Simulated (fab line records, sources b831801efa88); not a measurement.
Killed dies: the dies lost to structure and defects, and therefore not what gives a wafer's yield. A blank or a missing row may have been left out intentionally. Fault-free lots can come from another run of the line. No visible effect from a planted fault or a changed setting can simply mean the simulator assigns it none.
The tool behind it: which one? || flow gf180mcu || 14 lots, 42 wafers sampled, at 4 steps of a route of 602

== WHAT THE GAUGES SHOWED, per wafer ==
GF_VT_IMPLANT_OVL_MEAS_07. Usual: VT_IMPLANT_OVL -0.1 nm, standard deviation 1.3.
{"lot": "L384", "measured": "day 5 17:11", "on": "overlay-02", "VT_IMPLANT_OVL (nm)": "-1.6 -2.8 -2.1", "flag": ""}
{"lot": "L386", "measured": "day 6 05:55", "on": "overlay-02", "VT_IMPLANT_OVL (nm)": "-3.5 -0.5 -0.7", "flag": ""}
{"lot": "L388", "measured": "day 6 16:17", "on": "overlay-02", "VT_IMPLANT_OVL (nm)": "-2.2 -0.4 -0.2", "flag": ""}
{"lot": "L389", "measured": "day 7 00:32", "on": "overlay-02", "VT_IMPLANT_OVL (nm)": "-0.7 0.6 0.0", "flag": ""}
{"lot": "L391", "measured": "day 7 11:38", "on": "overlay-01", "VT_IMPLANT_OVL (nm)": "-0.2 -0.6 0.4", "flag": ""}
{"lot": "L392", "measured": "day 7 17:37", "on": "overlay-02", "VT_IMPLANT_OVL (nm)": "-1.8 -1.8 -2.3", "flag": ""}
{"lot": "L399", "measured": "day 9 13:28", "on": "overlay-01", "VT_IMPLANT_OVL (nm)": "1.2 -0.5 -1.3", "flag": ""}
{"lot": "L400", "measured": "day 9 17:22", "on": "overlay-02", "VT_IMPLANT_OVL (nm)": "1.2 -2.1 -0.7", "flag": ""}
{"lot": "L402", "measured": "day 10 07:28", "on": "overlay-02", "VT_IMPLANT_OVL (nm)": "-2.5 -2.0 -1.9", "flag": ""}
{"lot": "L403", "measured": "day 10 14:43", "on": "overlay-01", "VT_IMPLANT_OVL (nm)": "-0.9 -0.6 -1.6", "flag": ""}
{"lot": "L404", "measured": "day 10 19:19", "on": "overlay-02", "VT_IMPLANT_OVL (nm)": "1.3 -0.1 1.2", "flag": ""}
{"lot": "L405", "measured": "day 11 01:52", "on": "overlay-01", "VT_IMPLANT_OVL (nm)": "-0.3 0.3 0.4", "flag": ""}
{"lot": "L406", "measured": "day 11 07:22", "on": "overlay-02", "VT_IMPLANT_OVL (nm)": "-0.3 0.0 1.8", "flag": ""}
{"lot": "L407", "measured": "day 11 17:52", "on": "overlay-02", "VT_IMPLANT_OVL (nm)": "0.1 1.4 -0.1", "flag": ""}

GF_VT_IMPLANT_TW_MEAS_43. Usual: VT_IMPLANT_4_TW 691, standard deviation 3.2.
{"lot": "L384", "measured": "day 7 14:12", "on": "film-metro-04", "VT_IMPLANT_4_TW": "695 695 692", "flag": ""}
{"lot": "L386", "measured": "day 8 05:04", "on": "film-metro-03", "VT_IMPLANT_4_TW": "690 691 694", "flag": ""}
{"lot": "L388", "measured": "day 8 16:19", "on": "film-metro-01", "VT_IMPLANT_4_TW": "695 695 697", "flag": ""}
{"lot": "L389", "measured": "day 9 02:40", "on": "film-metro-04", "VT_IMPLANT_4_TW": "695 695 689", "flag": ""}
{"lot": "L391", "measured": "day 9 14:49", "on": "film-metro-04", "VT_IMPLANT_4_TW": "691 690 692", "flag": ""}
{"lot": "L392", "measured": "day 9 21:34", "on": "film-metro-04", "VT_IMPLANT_4_TW": "691 692 694", "flag": ""}
{"lot": "L399", "measured": "day 11 20:36", "on": "film-metro-01", "VT_IMPLANT_4_TW": "692 689 691", "flag": ""}
{"lot": "L400", "measured": "day 12 00:59", "on": "film-metro-03", "VT_IMPLANT_4_TW": "688 687 681", "flag": ""}
{"lot": "L402", "measured": "day 12 15:25", "on": "film-metro-04", "VT_IMPLANT_4_TW": "691 689 690", "flag": ""}
{"lot": "L403", "measured": "day 13 00:26", "on": "film-metro-03", "VT_IMPLANT_4_TW": "683 684 686", "flag": ""}
{"lot": "L404", "measured": "day 13 05:52", "on": "film-metro-03", "VT_IMPLANT_4_TW": "682 687 687", "flag": ""}
{"lot": "L405", "measured": "day 13 12:18", "on": "film-metro-01", "VT_IMPLANT_4_TW": "691 691 691", "flag": ""}
{"lot": "L406", "measured": "day 13 18:35", "on": "film-metro-04", "VT_IMPLANT_4_TW": "690 689 689", "flag": ""}
{"lot": "L407", "measured": "day 14 04:46", "on": "film-metro-04", "VT_IMPLANT_4_TW": "687 686 689", "flag": ""}

GF_DUAL_GATE_THK_MEAS_03. Usual: DUAL_GATE_OXIDATION_00_THK 11.09 nm, standard deviation 0.16.
{"lot": "L384", "measured": "day 7 16:32", "on": "film-metro-04", "DUAL_GATE_OXIDATION_00_THK (nm)": "11.03 11.03 11.01", "flag": ""}
{"lot": "L386", "measured": "day 8 07:24", "on": "film-metro-01", "DUAL_GATE_OXIDATION_00_THK (nm)": "10.84 10.86 10.88", "flag": ""}
{"lot": "L388", "measured": "day 8 21:02", "on": "film-metro-01", "DUAL_GATE_OXIDATION_00_THK (nm)": "10.74 10.82 10.92", "flag": ""}
{"lot": "L389", "measured": "day 9 08:22", "on": "film-metro-01", "DUAL_GATE_OXIDATION_00_THK (nm)": "10.92 11.05 10.90", "flag": ""}
{"lot": "L391", "measured": "day 9 17:31", "on": "film-metro-01", "DUAL_GATE_OXIDATION_00_THK (nm)": "11.25 11.15 11.25", "flag": ""}
{"lot": "L392", "measured": "day 9 23:53", "on": "film-metro-04", "DUAL_GATE_OXIDATION_00_THK (nm)": "10.93 11.19 11.15", "flag": ""}
{"lot": "L399", "measured": "day 11 22:58", "on": "film-metro-01", "DUAL_GATE_OXIDATION_00_THK (nm)": "10.99 10.99 10.94", "flag": ""}
{"lot": "L400", "measured": "day 12 05:13", "on": "film-metro-02", "DUAL_GATE_OXIDATION_00_THK (nm)": "11.19 11.13 11.13", "flag": ""}
{"lot": "L402", "measured": "day 12 17:44", "on": "film-metro-04", "DUAL_GATE_OXIDATION_00_THK (nm)": "11.19 11.22 11.36", "flag": ""}
{"lot": "L403", "measured": "day 13 03:08", "on": "film-metro-04", "DUAL_GATE_OXIDATION_00_THK (nm)": "11.08 11.03 11.33", "flag": ""}
{"lot": "L404", "measured": "day 13 08:11", "on": "film-metro-04", "DUAL_GATE_OXIDATION_00_THK (nm)": "11.05 11.06 11.06", "flag": ""}
{"lot": "L405", "measured": "day 13 15:03", "on": "film-metro-01", "DUAL_GATE_OXIDATION_00_THK (nm)": "11.10 11.07 11.10", "flag": ""}
{"lot": "L406", "measured": "day 13 21:16", "on": "film-metro-01", "DUAL_GATE_OXIDATION_00_THK (nm)": "11.30 11.05 11.28", "flag": ""}
{"lot": "L407", "measured": "day 14 07:05", "on": "film-metro-01", "DUAL_GATE_OXIDATION_00_THK (nm)": "11.14 11.09 11.19", "flag": ""}

== WHICH TOOL RAN EACH LOT (tool, then ch and the chambers of the sampled wafers, then the start) ==
{"lot": "L384", "GF_LVPWELL_DEVELOP_06": "litho-track-01 ch 0, day 3 21:00"}
{"lot": "L386", "GF_LVPWELL_DEVELOP_06": "litho-track-01 ch 0, day 4 09:00"}
{"lot": "L388", "GF_LVPWELL_DEVELOP_06": "litho-track-04 ch 0, day 4 20:00"}
{"lot": "L389", "GF_LVPWELL_DEVELOP_06": "litho-track-01 ch 0, day 5 03:00"}
{"lot": "L391", "GF_LVPWELL_DEVELOP_06": "litho-track-01 ch 0, day 5 12:00"}
{"lot": "L392", "GF_LVPWELL_DEVELOP_06": "litho-track-04 ch 0, day 5 18:00"}
{"lot": "L399", "GF_LVPWELL_DEVELOP_06": "litho-track-02, day 7 10:00"}
{"lot": "L400", "GF_LVPWELL_DEVELOP_06": "litho-track-01, day 7 13:00"}
{"lot": "L402", "GF_LVPWELL_DEVELOP_06": "litho-track-04 ch 0, day 8 01:00"}
{"lot": "L403", "GF_LVPWELL_DEVELOP_06": "litho-track-01 ch 0, day 8 09:00"}
{"lot": "L404", "GF_LVPWELL_DEVELOP_06": "litho-track-01 ch 0, day 8 13:00"}
{"lot": "L405", "GF_LVPWELL_DEVELOP_06": "litho-track-02 ch 0, day 8 20:00"}
{"lot": "L406", "GF_LVPWELL_DEVELOP_06": "litho-track-04 ch 0, day 9 01:00"}
{"lot": "L407", "GF_LVPWELL_DEVELOP_06": "litho-track-02 ch 0, day 9 10:00"}
- GF_LVPWELL_DEVELOP_06: develop time 60 s.

== WHAT THE TOOLS THEMSELVES READ (means of the sampled wafers that have a number; where no wafer has one, the mark that the record gives instead) ==
GF_LVPWELL_DEVELOP_06. Usual: chill-plate-temp-C reads 23.02 C (standard deviation 0.095).
{"lot": "L384", "tool": "litho-track-01", "chill-plate-temp-C (C)": 23.02, "flag": ""}
{"lot": "L386", "tool": "litho-track-01", "chill-plate-temp-C (C)": 22.96, "flag": ""}
{"lot": "L388", "tool": "litho-track-04", "chill-plate-temp-C (C)": 22.95, "flag": ""}
{"lot": "L389", "tool": "litho-track-01", "chill-plate-temp-C (C)": 22.98, "flag": ""}
{"lot": "L391", "tool": "litho-track-01", "chill-plate-temp-C (C)": 22.94, "flag": ""}
{"lot": "L392", "tool": "litho-track-04", "chill-plate-temp-C (C)": 22.98, "flag": ""}
{"lot": "L399", "tool": "litho-track-02", "chill-plate-temp-C (C)": "-", "flag": "OFF"}
{"lot": "L400", "tool": "litho-track-01", "chill-plate-temp-C (C)": "-", "flag": "OFF"}
{"lot": "L402", "tool": "litho-track-04", "chill-plate-temp-C (C)": 23.18, "flag": ""}
{"lot": "L403", "tool": "litho-track-01", "chill-plate-temp-C (C)": 22.99, "flag": ""}
{"lot": "L404", "tool": "litho-track-01", "chill-plate-temp-C (C)": 23.08, "flag": ""}
{"lot": "L405", "tool": "litho-track-02", "chill-plate-temp-C (C)": 22.99, "flag": ""}
{"lot": "L406", "tool": "litho-track-04", "chill-plate-temp-C (C)": 23.02, "flag": ""}
{"lot": "L407", "tool": "litho-track-02", "chill-plate-temp-C (C)": 23.03, "flag": ""}

== THE ANSWER, worked out from the rows above alone ==
Rule: take the mean of a lot's wafers that have a number; if it is more than 3 standard deviations from the usual mean, the lot is off. A lot without any number at a reading at which 4 lots or more have one is off too. The other lots that the step has rows for count as sound. The gauges are gone through in route order, then the tools' own readings, and for those a lot's mean is taken as printed above. The first step at which some lot is off is used, and at that step the reading that is off furthest; a lot without a number counts as furthest.
Off at GF_LVPWELL_DEVELOP_06 (chill-plate-temp-C): L399, L400. Without a number there: L399, L400.
A tool fits if, at that step or a process step before it, it ran every lot that is off, and no sound lot after the first of them. Of those tried, none fits.

== WHAT THE SIMULATOR HAD PUT IN ==
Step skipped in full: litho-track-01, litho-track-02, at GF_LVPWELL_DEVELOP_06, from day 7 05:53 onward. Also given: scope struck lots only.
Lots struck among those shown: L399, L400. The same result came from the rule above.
